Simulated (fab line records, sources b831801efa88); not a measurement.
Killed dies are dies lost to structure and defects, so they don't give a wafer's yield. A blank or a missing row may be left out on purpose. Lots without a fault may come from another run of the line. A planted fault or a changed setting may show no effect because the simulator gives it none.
Chamber matching | flow sfq_line | SFQ_TRILAYER_I4_CMP_CMP_100 on cmp-01: 4 sister chambers
The step polishes SiO2. 18 wafers are shown with their chamber, then 9 later ones without.

WAFERS WITH THEIR CHAMBER
wafer  | chamber | motor_current_A (A) | time_to_endpoint_s (s) | slurry_filter_dp_kPa (kPa)
L338.1 | 1       | 9.5                 | 207                    | 13.68
L338.2 | 0       | 10.4                | 216                    | 13.68
L338.3 | 3       | 12.7                | 218                    | 13.51
L340.2 | 0       | 11.1                | 215                    | 13.38
L340.1 | 2       | 9.4                 | 224                    | 13.52
L340.5 | 1       | 9.6                 | 214                    | 13.43
L341.4 | 1       | 10.4                | 226                    | 13.63
L341.2 | 3       | 12.0                | 221                    | 13.69
L341.5 | 2       | 9.1                 | 228                    | 13.38
L342.2 | 2       | 9.3                 | 223                    | 13.46
L342.3 | 0       | 10.9                | 215                    | 13.89
L342.5 | 1       | 9.8                 | 213                    | 13.48
L348.1 | 2       | 9.5                 | 225                    | 13.29
L348.2 | 3       | 12.4                | 217                    | 13.60
L348.3 | 0       | 11.0                | 220                    | 13.35
L351.1 | 0       | 11.4                | 208                    | 13.46
L351.4 | 2       | 9.1                 | 216                    | 13.46
L351.6 | 3       | 12.6                | 220                    | 13.49

SIGNATURES (means of the wafers above)
reading              | chamber 0 | chamber 1 | chamber 2 | chamber 3 | scatter within a chamber
motor_current_A      | 10.960    | 9.825     | 9.280     | 12.425    | 0.32
time_to_endpoint_s   | 214.80    | 215.00    | 223.20    | 219.00    | 5.03
slurry_filter_dp_kPa | 13.5520   | 13.5550   | 13.4220   | 13.5725   | 0.149
Rule: a wafer's distance from a chamber is the root of the sum, over the readings, of the square of ((its reading less the chamber's mean) divided by the reading's scatter). The wafer belongs to the nearest chamber; if the next one is less than 2 further off, it can't be placed. The scatter: the root of (the sum of the squares of (reading less its chamber's mean) over the shown wafers, divided by (wafers less chambers)).

WAFERS WITHOUT THEIR CHAMBER
wafer  | motor_current_A (A) | time_to_endpoint_s (s) | slurry_filter_dp_kPa (kPa)
L357.3 | 9.7                 | 206                    | 13.35
L357.1 | 10.7                | 215                    | 13.52
L357.6 | 9.9                 | 215                    | 13.59
L358.1 | 10.9                | 214                    | 13.49
L358.4 | 12.1                | 223                    | 13.62
L358.5 | 11.1                | 216                    | 13.23
L359.3 | 9.4                 | 216                    | 13.49
L359.1 | 11.1                | 218                    | 13.53
L359.2 | 10.5                | 212                    | 13.38

WHICH CHAMBER EACH WENT THROUGH
wafer  | from the rows above     | in truth
L357.3 | can't be placed: 1 or 2 | 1
L357.1 | can't be placed: 0 or 1 | 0
L357.6 | 1                       | 1
L358.1 | 0                       | 0
L358.4 | 3                       | 3
L358.5 | 0                       | 0
L359.3 | can't be placed: 1 or 2 | 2
L359.1 | 0                       | 0
L359.2 | can't be placed: 0 or 1 | 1
Placed correctly: 5 of 9. Can't be placed from these rows: 4 (the true chamber is among the candidates in 4). Placed wrongly: 0.
